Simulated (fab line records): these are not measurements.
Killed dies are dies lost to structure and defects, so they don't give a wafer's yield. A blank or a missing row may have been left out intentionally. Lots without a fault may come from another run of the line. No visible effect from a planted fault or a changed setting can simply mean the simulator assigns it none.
fab line records	flow sky130
[record] lots = 11	wafers = 33	last-day = 50
route steps=708 shown PWDE@54 NWELL@67 SONOS_ONO@185 CONTACT@429 VIA1@470 PAD_OPEN@708
lots untouched by any fault: they come from a run of this same line in which no faults occurred
start-h: hours from the record's opening day to when the first of the lot's shown wafers began	wait-h: how many hours have passed since the lot's step before this one	" repeats the value in the row above	L1.1+2: a row that stands for several wafers	- no value, or no start was given	* or withheld: withheld	< > ~ a bound
route shown NAME@n: names a module that has steps shown in the file, with the first one's number in the route	usual: mean/standard deviation taken from wafers without a fault	same: alike in all rows	chamber/n: place in a boat	sites: the reading at each site	_std_site: their standard deviation	_edge_site: the outer-site mean with the inner-site mean subtracted	radius-mm: how far each site lies from the wafer's centre	mask NAME#n: copy n	behind: the most recent tool/chamber to have shaped the wafer	hold: the reason the lot was held/the length of the hold in hours/how it ended	device: whichever transistor did not switch (one of n, p or np)	end of line: tests of these same wafers at the route's end	step lacking rows: just its recipe	killed: dies that structure and defects cost at the first sort, which is not the same as the wafer's yield	map: per-die view of a wafer (x killed, . not killed, _ where there is no die)
set.NAME: the setting as run; set.NAME@STEP: as run at that earlier step	model.NAME: the simulator's own value behind a step, which no gauge read
steps of the route over a sample of lots; a table a step, a row a wafer
services: when a tool's chamber went out of use (start-h, in hours from the record's first day, below 0 if earlier), for how many hours, and the reason
[[steps]]
[step SKY_PWDE_STRIP_09]
[recipe] chemistry = O2/N2	power-w = 1400	pressure-mtorr = 1500	platen-temp-c = withheld	o2-flow-sccm = 3000	n2-flow-sccm = 300	overash-fraction = 0.5
[usual] chamber-pressure-mTorr = 1499.9/1.4	drypump-motor-current-A = 6.0/0.4	oes-product-au = 0.723/0.0046	strip-time-to-endpoint-s = 36.93/0.1
lot.wafer	tool	chamber	start-h	wait-h	chamber-pressure-mTorr	drypump-motor-current-A	oes-product-au	rf-hours-counter-h	strip-time-to-endpoint-s
L392.1	plasma-asher-02	0	74.27	0.1	1498.9	6.6	0.715	39	36.80
L392.2	"	1	"	"	1500.5	6.1	0.725	39	36.92
L392.4	"	0	"	"	1503.3	6.6	0.727	-	36.85
L399.1	plasma-asher-02	1	114.18	0.1	-	-	-	-	-
L399.4	"	1	"	"	-	-	-	-	-
L399.6	"	1	"	"	-	-	-	-	-
L400.1	plasma-asher-03	1	120.23	0.1	-	-	-	-	-
L400.4	"	0	"	"	-	-	-	-	-
L400.5	"	0	"	"	-	-	-	-	-
L406.1	plasma-asher-01	0	154.87	0.1	1498.0	5.9	0.721	47	36.88
L406.2	"	1	"	"	1499.4	5.6	0.720	47	36.85
L406.3	"	1	"	"	1500.5	5.6	0.721	-	36.78
L407.2	plasma-asher-01	0	161.22	0.1	1500.0	5.9	0.726	48	36.95
L407.5	"	0	"	"	1499.4	5.9	0.726	-	36.72
L407.6	"	1	"	"	1498.7	5.6	0.727	-	37.10
L408.2	plasma-asher-03	0	166.13	0.1	1496.9	5.6	0.721	5	36.95
L408.4	"	0	"	"	1502.4	5.6	0.722	-	37.07
L408.6	"	0	"	"	1499.5	5.6	0.721	-	37.13
L409.1	plasma-asher-02	1	171.32	0.1	1499.4	6.1	0.721	49	36.99
L409.4	"	1	"	"	1500.7	6.1	0.716	-	37.03
L409.5	"	1	"	"	1501.9	6.1	0.726	-	37.17
L410.3	plasma-asher-02	1	175.22	0.1	1500.9	6.1	0.720	-	36.87
L410.4	"	0	"	"	1500.9	6.6	0.720	-	36.91
L410.6	"	1	"	"	1502.0	6.1	0.724	-	36.92
L411.1	plasma-asher-02	0	181.68	0.1	1501.9	6.6	0.728	51	37.00
L411.3	"	0	"	"	1502.2	6.6	0.725	-	37.00
L411.4	"	1	"	"	1499.8	6.1	0.728	-	36.97
L413.2	plasma-asher-02	0	192.22	0.1	1500.0	6.6	0.730	52	36.98
L413.4	"	0	"	"	1500.2	6.6	0.728	-	36.97
L413.6	"	1	"	"	1500.7	6.1	0.728	-	36.99
L414.1	plasma-asher-02	1	201.38	0.1	1497.8	6.1	0.713	53	36.74
L414.3	"	1	"	"	1498.6	6.1	0.724	-	36.73
L414.4	"	0	"	"	1500.9	6.6	0.728	-	36.79
[step SKY_NWELL_STRIP_14]
[recipe] chemistry = O2/N2	power-w = 1400	pressure-mtorr = 1500	platen-temp-c = withheld	o2-flow-sccm = 3000	n2-flow-sccm = 300	overash-fraction = 0.5
[usual] chamber-pressure-mTorr = 1500.0/1.5	drypump-motor-current-A = 5.4/0.37	oes-product-au = 0.722/0.0048	strip-time-to-endpoint-s = 36.99/0.095
lot.wafer	tool	chamber	start-h	wait-h	chamber-pressure-mTorr	drypump-motor-current-A	oes-product-au	rf-hours-counter-h	strip-time-to-endpoint-s
L392.1	plasma-asher-04	1	91.68	0.1	1499.9	5.4	0.719	27	37.13
L392.2	"	0	"	"	1500.9	4.7	0.729	27	36.96
L392.4	"	1	"	"	1499.0	5.3	0.725	-	37.04
L399.1	plasma-asher-04	0	133.87	0.1	1498.8	4.7	0.739	31	81.38
L399.4	"	1	"	"	1500.6	5.4	0.735	-	81.43
L399.6	"	0	"	"	1499.1	4.7	0.735	-	81.33
L400.1	plasma-asher-03	1	139.58	0.1	1499.9	5.5	0.745	2	81.35
L400.4	"	1	"	"	1497.7	5.5	0.731	-	81.16
L400.5	"	1	"	"	1501.2	5.5	0.739	-	81.25
L406.1	plasma-asher-01	1	175.83	0.1	1499.1	5.6	0.721	50	36.95
L406.2	"	0	"	"	1501.1	5.9	0.716	50	36.93
L406.3	"	1	"	"	1500.4	5.6	0.721	-	36.92
L407.2	plasma-asher-03	0	182.83	0.1	1500.9	5.6	0.732	6	36.82
L407.5	"	1	"	"	1497.3	5.5	0.724	-	36.92
L407.6	"	0	"	"	1498.2	5.6	0.726	-	36.80
L408.2	plasma-asher-04	0	187.62	0.1	1497.0	4.7	0.720	37	36.88
L408.4	"	0	"	"	1501.9	4.7	0.722	-	36.90
L408.6	"	1	"	"	1498.5	5.4	0.716	-	36.93
L409.1	plasma-asher-04	0	193.88	0.1	1499.9	4.7	0.729	38	36.98
L409.4	"	1	"	"	1499.8	5.4	0.727	-	37.04
L409.5	"	0	"	"	1500.5	4.8	0.718	-	36.93
L410.3	plasma-asher-01	1	197.21	0.1	1500.7	5.6	0.720	-	36.90
L410.4	"	0	"	"	1499.7	5.8	0.719	-	36.95
L410.6	"	0	"	"	1498.9	5.8	0.720	-	37.02
L411.1	plasma-asher-01	0	203.47	0.1	1501.2	5.9	0.721	51	37.08
L411.3	"	1	"	"	1503.4	5.7	0.724	-	36.99
L411.4	"	0	"	"	1503.0	5.8	0.715	-	36.96
L413.2	plasma-asher-03	0	214.47	0.1	1500.2	5.6	0.721	10	37.18
L413.4	"	0	"	"	1500.0	5.6	0.722	-	37.14
L413.6	"	0	"	"	1499.4	5.6	0.724	-	37.11
L414.1	plasma-asher-01	1	228.03	0.1	1497.8	5.6	0.733	53	36.99
L414.3	"	0	"	"	1501.2	5.8	0.717	-	37.09
L414.4	"	1	"	"	1499.8	5.6	0.733	-	36.98
[step SKY_NWELL_TW_MEAS_15]
[usual] NWELL_TW = 1834/9.1
lot.wafer	tool	chamber	start-h	wait-h	hold	NWELL_TW
L392.1	film-metro-04	-	91.78	0.1	-	1832
L392.2	"	-	"	"	-	1838
L392.4	"	-	"	"	-	1839
L399.1	film-metro-03	-	133.97	0.1	await-dispo/0.2h/release	30
L399.4	"	-	"	"	await-dispo/0.2h/release	30
L399.6	"	-	"	"	await-dispo/0.2h/release	31
L399.1	film-metro-03	-	134.20	0.2	-	30
L399.4	"	-	"	"	-	30
L399.6	"	-	"	"	-	30
L400.1	film-metro-03	-	139.68	0.1	await-dispo/0.2h/release	30
L400.4	"	-	"	"	await-dispo/0.2h/release	30
L400.5	"	-	"	"	await-dispo/0.2h/release	30
L400.1	film-metro-03	-	139.91	0.2	-	30
L400.4	"	-	"	"	-	30
L400.5	"	-	"	"	-	30
L406.1	film-metro-02	-	175.93	0.1	-	1835
L406.2	"	-	"	"	-	1837
L406.3	"	-	"	"	-	1825
L407.2	film-metro-02	-	182.94	0.1	-	1822
L407.5	"	-	"	"	-	1823
L407.6	"	-	"	"	-	1832
L408.2	film-metro-04	-	187.73	0.1	-	1840
L408.4	"	-	"	"	-	1831
L408.6	"	-	"	"	-	1834
L409.1	film-metro-03	-	193.98	0.1	-	1845
L409.4	"	-	"	"	-	1840
L409.5	"	-	"	"	-	1844
L410.3	film-metro-03	-	197.30	0.1	-	1838
L410.4	"	-	"	"	-	1828
L410.6	"	-	"	"	-	1847
L411.1	film-metro-04	-	203.57	0.1	-	1840
L411.3	"	-	"	"	-	1844
L411.4	"	-	"	"	-	1857
L413.2	film-metro-03	-	214.58	0.1	-	1840
L413.4	"	-	"	"	-	1840
L413.6	"	-	"	"	-	1825
L414.1	film-metro-04	-	228.13	0.1	-	1826
L414.3	"	-	"	"	-	1833
L414.4	"	-	"	"	-	1822
[step SKY_SONOS_ONO_STRIP_17]
[recipe] chemistry = O2/N2	power-w = 1400	pressure-mtorr = 1500	platen-temp-c = withheld	o2-flow-sccm = 3000	n2-flow-sccm = 300	overash-fraction = 0.5
[usual] chamber-pressure-mTorr = 1500/3.2	drypump-motor-current-A = 5.6/0.63	oes-product-au = 0.711/0.0046	strip-time-to-endpoint-s = 14.09/0.037
lot.wafer	tool	chamber	start-h	wait-h	chamber-pressure-mTorr	drypump-motor-current-A	oes-product-au	rf-hours-counter-h	strip-time-to-endpoint-s
L392.1	plasma-asher-04	1	287.85	0.0	1501	5.4	0.707	47	14.12
L392.2	"	0	"	"	1500	4.7	0.707	47	14.11
L392.4	"	0	"	"	1502	4.7	0.710	-	14.08
L406.1	plasma-asher-04	0	407.56	0.0	1499	4.7	0.710	58	14.12
L406.2	"	1	"	"	1498	5.3	0.712	58	14.08
L406.3	"	1	"	"	1500	5.4	0.707	-	14.03
L407.2	plasma-asher-02	1	417.61	0.0	1500	6.1	0.710	74	14.05
L407.5	"	1	"	"	1500	6.1	0.705	-	14.03
L407.6	"	0	"	"	1500	6.6	0.704	-	14.05
L408.2	plasma-asher-04	1	429.56	0.0	1499	5.4	0.712	61	14.10
L408.4	"	0	"	"	1500	4.8	0.706	-	14.09
L408.6	"	1	"	"	1501	5.4	0.714	-	14.09
L409.1	plasma-asher-04	1	433.19	0.0	1500	5.4	0.716	61	14.11
L409.4	"	0	"	"	1500	4.7	0.720	-	14.09
L409.5	"	1	"	"	1500	5.4	0.714	-	14.14
L410.3	plasma-asher-04	1	439.50	0.0	1500	5.4	0.718	-	14.06
L410.4	"	0	"	"	1501	4.7	0.715	-	14.00
L410.6	"	1	"	"	1500	5.4	0.706	-	14.02
L411.1	plasma-asher-02	0	445.09	0.0	1501	6.6	0.703	1	14.09
L411.3	"	1	"	"	1500	6.0	0.715	-	14.14
L411.4	"	0	"	"	1497	6.6	0.711	-	14.06
L413.2	plasma-asher-01	1	461.06	0.0	1501	5.6	0.719	76	14.05
L413.4	"	0	"	"	1501	5.8	0.707	-	14.04
L413.6	"	1	"	"	1500	5.6	0.707	-	14.06
L414.1	plasma-asher-01	1	477.24	0.0	1499	5.7	0.712	78	14.11
L414.3	"	0	"	"	1502	5.9	0.717	-	14.07
L414.4	"	1	"	"	1498	5.6	0.700	-	14.08
[step SKY_CONTACT_SPUTTER_23]
[recipe] material = TiN	target-thk-nm = 20	chamber-pressure-pa = 5	power-w = 4000	time-s = 80
[usual] throttle-valve-pct = 29.9/0.86
[same] time-s = 80
lot.wafer	tool	chamber	start-h	wait-h	throttle-valve-pct
L392.1	pvd-sputter-01	-	748.71	0.0	30.7
L392.2	"	-	"	"	28.8
L392.4	"	-	"	"	29.3
L406.1	pvd-sputter-04	-	856.62	0.0	29.1
L406.2	"	-	"	"	31.3
L406.3	"	-	"	"	29.5
L407.2	pvd-sputter-01	-	865.51	0.0	29.3
L407.5	"	-	"	"	28.4
L407.6	"	-	"	"	29.4
L408.2	pvd-sputter-03	-	877.82	0.0	29.9
L408.4	"	-	"	"	30.0
L408.6	"	-	"	"	30.9
L409.1	pvd-sputter-04	-	879.58	0.0	31.4
L409.4	"	-	"	"	29.6
L409.5	"	-	"	"	29.7
L410.3	pvd-sputter-01	-	884.42	0.0	28.5
L410.4	"	-	"	"	28.3
L410.6	"	-	"	"	30.8
L411.1	pvd-sputter-04	-	885.97	0.0	29.3
L411.3	"	-	"	"	30.5
L411.4	"	-	"	"	31.1
L413.2	pvd-sputter-04	-	900.46	0.0	30.7
L413.4	"	-	"	"	29.2
L413.6	"	-	"	"	29.3
L414.1	pvd-sputter-01	-	915.72	0.0	28.4
L414.3	"	-	"	"	29.3
L414.4	"	-	"	"	28.6
[step SKY_VIA1_CD_MEAS_12]
[recipe] target-cd-nm = 150
[usual] cd-nm = 149.9/1.5
lot.wafer	tool	chamber	start-h	wait-h	cd-nm
L392.1	cd-sem-01	-	803.64	-	149.8
L392.2	"	-	"	"	150.2
L392.4	"	-	"	"	150.2
L406.1	cd-sem-01	-	909.53	-	150.2
L406.2	"	-	"	"	150.5
L406.3	"	-	"	"	149.8
L407.2	cd-sem-02	-	918.30	-	151.8
L407.5	"	-	"	"	151.8
L407.6	"	-	"	"	153.0
L408.2	cd-sem-02	-	931.27	-	148.6
L408.4	"	-	"	"	150.0
L408.6	"	-	"	"	151.1
L409.1	cd-sem-01	-	932.39	-	152.6
L409.4	"	-	"	"	152.1
L409.5	"	-	"	"	151.6
L410.3	cd-sem-02	-	936.28	-	149.4
L410.4	"	-	"	"	148.0
L410.6	"	-	"	"	146.8
L411.1	cd-sem-02	-	938.59	-	151.5
L411.3	"	-	"	"	152.0
L411.4	"	-	"	"	150.0
L413.2	cd-sem-01	-	952.67	-	147.4
L413.4	"	-	"	"	147.6
L413.6	"	-	"	"	147.5
L414.1	cd-sem-02	-	967.84	-	150.4
L414.3	"	-	"	"	148.6
L414.4	"	-	"	"	148.6
[step SKY_PAD_OPEN_PROBE_99]
[usual] defect-limited-yield = 82.9/2	killed_at_M0_to_M3 = 42/7.6	killed_at_M4_up = 2.9/1.7	killed-at-contacts = 24/5.1	killed-at-front-end = 15/4	killed-at-other = 0.2/0.38	killed-dies = 84/9.9	killed-on-rim = 16/4	killed-open = 46/7.2	killed-short = 38/6.6	sort_bin_3_pad_short = 0.9/0.38	sort_bin_5_function = 10.2/1.5	sort_bin_6_memory = 6.0/1	sort-n-pass = 408/9.9	sort-yield-pct = 82.9/2
[same] gross-dies = 492	killed-at-back-side = 0	sort_bin_4_leakage[%] = 0	sort_bin_8_speed[%] = 0
lot.wafer	tool	chamber	start-h	wait-h	defect-limited-yield[%]	killed_at_M0_to_M3	killed_at_M4_up	killed-at-contacts	killed-at-front-end	killed-at-other	killed-dies	killed-on-rim	killed-open	killed-short	sort_bin_3_pad_short[%]	sort_bin_5_function[%]	sort_bin_6_memory[%]	sort-n-pass	sort-yield-pct[%]
L406.1	prober-01	-	1165.40	0.1	84.3	42	4	16	15	0	77	16	44	33	0.4	8.9	6.3	415	84.3
L406.2	prober-01	-	1165.45	0.1	84.6	33	3	23	17	0	76	8	37	39	1.4	7.3	6.7	416	84.6
L406.3	prober-01	-	1165.50	0.2	80.5	47	4	25	20	0	96	21	48	48	1.6	11.2	6.7	396	80.5
L407.2	prober-02	-	1169.50	0.1	81.1	51	5	28	9	0	93	17	46	47	1.2	11.6	6.1	399	81.1
L407.5	prober-02	-	1169.65	0.2	83.7	39	4	23	13	1	80	15	48	32	1.0	7.5	7.7	412	83.7
L407.6	prober-02	-	1169.70	0.2	83.7	35	6	24	15	0	80	10	42	38	0.8	10.2	5.3	412	83.7
L408.2	prober-01	-	1181.35	0.1	81.5	42	3	34	12	0	91	15	40	51	0.8	12.0	5.7	401	81.5
L408.4	prober-01	-	1181.45	0.2	86.8	34	2	17	12	0	65	10	34	31	0.8	6.9	5.5	427	86.8
L408.6	prober-01	-	1181.55	0.2	81.1	44	1	30	18	0	93	22	54	39	1.2	10.6	7.1	399	81.1
L409.1	prober-02	-	1182.30	0.1	80.5	52	5	24	15	0	96	20	56	40	1.2	10.4	7.9	396	80.5
L409.4	prober-02	-	1182.45	0.2	81.9	43	3	24	19	0	89	13	46	43	1.2	10.6	6.3	403	81.9
L409.5	prober-02	-	1182.50	0.2	80.9	47	4	31	12	0	94	22	57	37	0.8	11.4	6.9	398	80.9
L410.3	prober-01	-	1182.90	0.2	77.2	60	5	31	15	1	112	26	51	61	2.0	13.6	7.1	380	77.2
L410.4	prober-01	-	1182.95	0.2	81.9	54	0	15	20	0	89	26	49	40	0.4	10.2	7.5	403	81.9
L410.6	prober-01	-	1183.05	0.2	81.3	50	3	22	16	1	92	19	52	40	1.6	11.0	6.1	400	81.3
L411.1	prober-02	-	1184.55	0.1	81.3	45	1	33	12	1	92	20	46	46	1.0	11.0	6.7	400	81.3
L411.3	prober-02	-	1184.65	0.2	84.6	36	1	24	15	0	76	9	46	30	1.4	9.8	4.3	416	84.6
L411.4	prober-02	-	1184.70	0.2	78.9	51	5	33	14	1	104	24	63	41	0.6	12.4	8.1	388	78.9
L413.2	prober-02	-	1196.37	0.1	83.7	40	3	27	10	0	80	15	43	37	0.6	9.3	6.3	412	83.7
L413.4	prober-02	-	1196.47	0.2	83.3	43	1	24	14	0	82	10	42	40	1.4	10.2	5.1	410	83.3
L413.6	prober-02	-	1196.57	0.2	81.7	42	3	30	15	0	90	16	45	45	0.4	11.8	6.1	402	81.7
// killed by level:class
L406.1 VIA2:geometric-particle:open=13 VIA1:geometric-particle:open=12 FIELD_ISO:geometric-particle:open=6 CONTACT:geometric-particle:short=6 CONTACT:geometric-particle:open=4 METAL2:geometric-particle:short=4 VIA2:geometric-particle:short=4 FIELD_ISO:geometric-particle:short=3
L406.2 CONTACT:geometric-particle:short=9 VIA1:geometric-particle:open=8 CONTACT:geometric-particle:open=6 METAL1:geometric-particle:short=5 POLY_GATE:geometric-particle:short=4 LI_CONTACT:geometric-particle:open=4 METAL1:geometric-particle:open=4 SPACER:geometric-particle:open=3
L406.3 VIA1:geometric-particle:open=11 METAL1:geometric-particle:short=9 LI_CONTACT:geometric-particle:open=8 POLY_GATE:geometric-particle:short=7 VIA2:geometric-particle:open=7 LOCAL_INTERCONNECT:geometric-particle:short=6 CONTACT:geometric-particle:open=6 METAL3:geometric-particle:short=6
L407.2 VIA1:geometric-particle:open=12 CONTACT:geometric-particle:open=11 LI_CONTACT:geometric-particle:open=7 VIA3:geometric-particle:short=7 VIA1:geometric-particle:short=6 VIA3:geometric-particle:open=6 METAL3:geometric-particle:short=6 CONTACT:geometric-particle:short=5
L407.5 VIA1:geometric-particle:open=14 CONTACT:geometric-particle:open=8 LI_CONTACT:geometric-particle:open=6 VIA3:geometric-particle:open=6 CONTACT:geometric-particle:short=5 VIA1:geometric-particle:short=5 METAL2:geometric-particle:short=4 VIA2:geometric-particle:open=4
L407.6 CONTACT:geometric-particle:open=10 VIA1:geometric-particle:open=10 POLY_GATE:geometric-particle:short=6 LI_CONTACT:geometric-particle:open=6 CONTACT:geometric-particle:short=6 METAL2:geometric-particle:short=5 METAL4:geometric-particle:short=5 FIELD_ISO:geometric-particle:open=4
L408.2 CONTACT:geometric-particle:short=13 VIA1:geometric-particle:open=11 METAL1:geometric-particle:short=9 CONTACT:geometric-particle:open=8 LOCAL_INTERCONNECT:geometric-particle:short=6 FIELD_ISO:geometric-particle:short=5 METAL2:geometric-particle:short=5 VIA2:geometric-particle:open=5
L408.4 CONTACT:geometric-particle:open=6 VIA1:geometric-particle:open=6 LI_CONTACT:geometric-particle:open=5 FIELD_ISO:geometric-particle:short=4 METAL2:geometric-particle:short=4 CONTACT:geometric-particle:short=4 VIA1:geometric-particle:short=4 POLY_GATE:geometric-particle:open=3
L408.6 VIA1:geometric-particle:open=11 LI_CONTACT:geometric-particle:open=10 CONTACT:geometric-particle:open=7 VIA2:geometric-particle:open=6 LI_CONTACT:geometric-particle:short=5 VIA1:geometric-particle:short=5 FIELD_ISO:geometric-particle:open=4 POLY_GATE:geometric-particle:open=4
L409.1 VIA1:geometric-particle:open=13 CONTACT:geometric-particle:open=9 VIA2:geometric-particle:open=9 LI_CONTACT:geometric-particle:open=8 POLY_GATE:geometric-particle:open=7 METAL2:geometric-particle:short=7 METAL1:geometric-particle:short=6 VIA3:geometric-particle:open=5
L409.4 CONTACT:geometric-particle:open=9 VIA1:geometric-particle:open=8 CONTACT:geometric-particle:short=7 VIA3:geometric-particle:open=6 POLY_GATE:geometric-particle:short=5 METAL1:geometric-particle:short=5 VIA1:geometric-particle:short=5 VIA2:geometric-particle:open=5
L409.5 CONTACT:geometric-particle:open=12 VIA3:geometric-particle:open=11 LI_CONTACT:geometric-particle:open=8 VIA2:geometric-particle:open=6 VIA1:geometric-particle:open=5 METAL1:geometric-particle:short=5 VIA1:geometric-particle:short=5 VIA3:geometric-particle:short=5
L410.3 VIA1:geometric-particle:open=12 METAL1:geometric-particle:short=11 CONTACT:geometric-particle:open=11 METAL2:geometric-particle:short=8 VIA3:geometric-particle:open=7 LI_CONTACT:geometric-particle:open=6 VIA3:geometric-particle:short=6 LI_CONTACT:geometric-particle:short=5
L410.4 VIA1:geometric-particle:open=18 VIA1:geometric-particle:short=11 VIA2:geometric-particle:open=6 CONTACT:geometric-particle:open=6 METAL2:geometric-particle:short=6 METAL1:geometric-particle:short=5 FIELD_ISO:geometric-particle:open=4 FIELD_ISO:geometric-particle:short=4
L410.6 VIA1:geometric-particle:open=14 VIA2:geometric-particle:open=9 CONTACT:geometric-particle:open=8 VIA1:geometric-particle:short=7 METAL2:geometric-particle:short=6 VIA3:geometric-particle:open=6 FIELD_ISO:geometric-particle:short=5 LI_CONTACT:geometric-particle:open=5
L411.1 CONTACT:geometric-particle:open=14 METAL2:geometric-particle:short=9 VIA1:geometric-particle:open=9 LI_CONTACT:geometric-particle:open=8 METAL1:geometric-particle:short=7 LI_CONTACT:geometric-particle:short=6 VIA3:geometric-particle:open=5 POLY_GATE:geometric-particle:short=4
L411.3 CONTACT:geometric-particle:open=11 VIA1:geometric-particle:open=8 VIA2:geometric-particle:open=8 VIA1:geometric-particle:short=6 LI_CONTACT:geometric-particle:open=5 CONTACT:geometric-particle:short=5 FIELD_ISO:geometric-particle:open=4 SPACER:geometric-particle:open=4
L411.4 VIA1:geometric-particle:open=12 LI_CONTACT:geometric-particle:open=11 CONTACT:geometric-particle:open=10 VIA3:geometric-particle:open=8 LOCAL_INTERCONNECT:geometric-particle:short=7 METAL2:geometric-particle:short=6 FIELD_ISO:geometric-particle:open=5 VIA2:geometric-particle:open=5
L413.2 VIA1:geometric-particle:open=12 CONTACT:geometric-particle:short=8 METAL1:geometric-particle:short=7 CONTACT:geometric-particle:open=6 LI_CONTACT:geometric-particle:open=5 VIA2:geometric-particle:open=5 VIA3:geometric-particle:open=5 FIELD_ISO:geometric-particle:open=4
L413.4 CONTACT:geometric-particle:open=9 LOCAL_INTERCONNECT:geometric-particle:short=7 VIA2:geometric-particle:open=7 VIA1:geometric-particle:open=6 VIA3:geometric-particle:open=6 METAL1:geometric-particle:short=5 VIA3:geometric-particle:short=5 METAL2:geometric-particle:short=4
L413.6 VIA1:geometric-particle:open=10 CONTACT:geometric-particle:short=9 CONTACT:geometric-particle:open=8 METAL1:geometric-particle:short=7 LI_CONTACT:geometric-particle:open=6 LOCAL_INTERCONNECT:geometric-particle:short=5 METAL2:geometric-particle:short=5 VIA3:geometric-particle:open=5
[[services]]
tool	chamber	start-h	hours	kind
plasma-asher-03	-	92.59	10.3	repair
plasma-asher-03	-	108.75	9.0	pm
pvd-sputter-01	-	117.63	4.3	repair
plasma-asher-01	-	127.37	2.8	pm
plasma-asher-01	-	178.17	14.6	pm
pvd-sputter-01	-	196.38	1.0	repair
plasma-asher-02	-	213.26	2.0	repair
pvd-sputter-04	-	238.45	1.8	repair
plasma-asher-01	-	245.51	0.6	repair
plasma-asher-04	-	385.03	4.6	repair
plasma-asher-02	-	421.25	9.0	pm
plasma-asher-02	-	450.82	4.3	repair
plasma-asher-01	-	484.61	20.1	repair
plasma-asher-01	-	501.51	0.4	repair
plasma-asher-02	-	514.31	11.1	repair
plasma-asher-01	-	517.17	1.8	repair
plasma-asher-04	-	604.35	3.9	repair
plasma-asher-04	-	676.84	2.6	repair
plasma-asher-02	-	686.47	2.8	pm
plasma-asher-01	-	733.75	9.0	pm
plasma-asher-01	-	850.24	3.6	repair
plasma-asher-02	-	885.60	4.2	repair
plasma-asher-01	-	886.70	4.5	repair
plasma-asher-03	-	887.98	2.4	repair
[[key]]
[first-sign] step = SKY_PWDE_STRIP_09	reading = tool-record	direction = missing
[effect] step = SKY_NWELL_STRIP_14	reading = strip-time-to-endpoint-s	direction = up	sigmas = 99+	usual = *	struck = *
[effect] step = SKY_NWELL_TW_MEAS_15	reading = visit	direction = added
[effect] step = SKY_NWELL_TW_MEAS_15	reading = NWELL_TW	direction = down	sigmas = 99+	usual = 1834	struck = 30
met-at SKY_PWDE_STRIP_09
struck-lots L399,L400
scrapped-behind SKY_NWELL_TW_MEAS_15 L399.1,L399.4,L399.6,L400.1,L400.4,L400.5
not-acting-at SKY_SONOS_ONO_STRIP_17,SKY_CONTACT_SPUTTER_23,SKY_VIA1_CD_MEAS_12
onset-between 74.27 114.18
[fault] kind = skipped-step-whole	tool = plasma-asher-02,plasma-asher-03	chamber = -	onset-h = 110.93	steps = SKY_PWDE_STRIP_09	scope = struck-lots-only
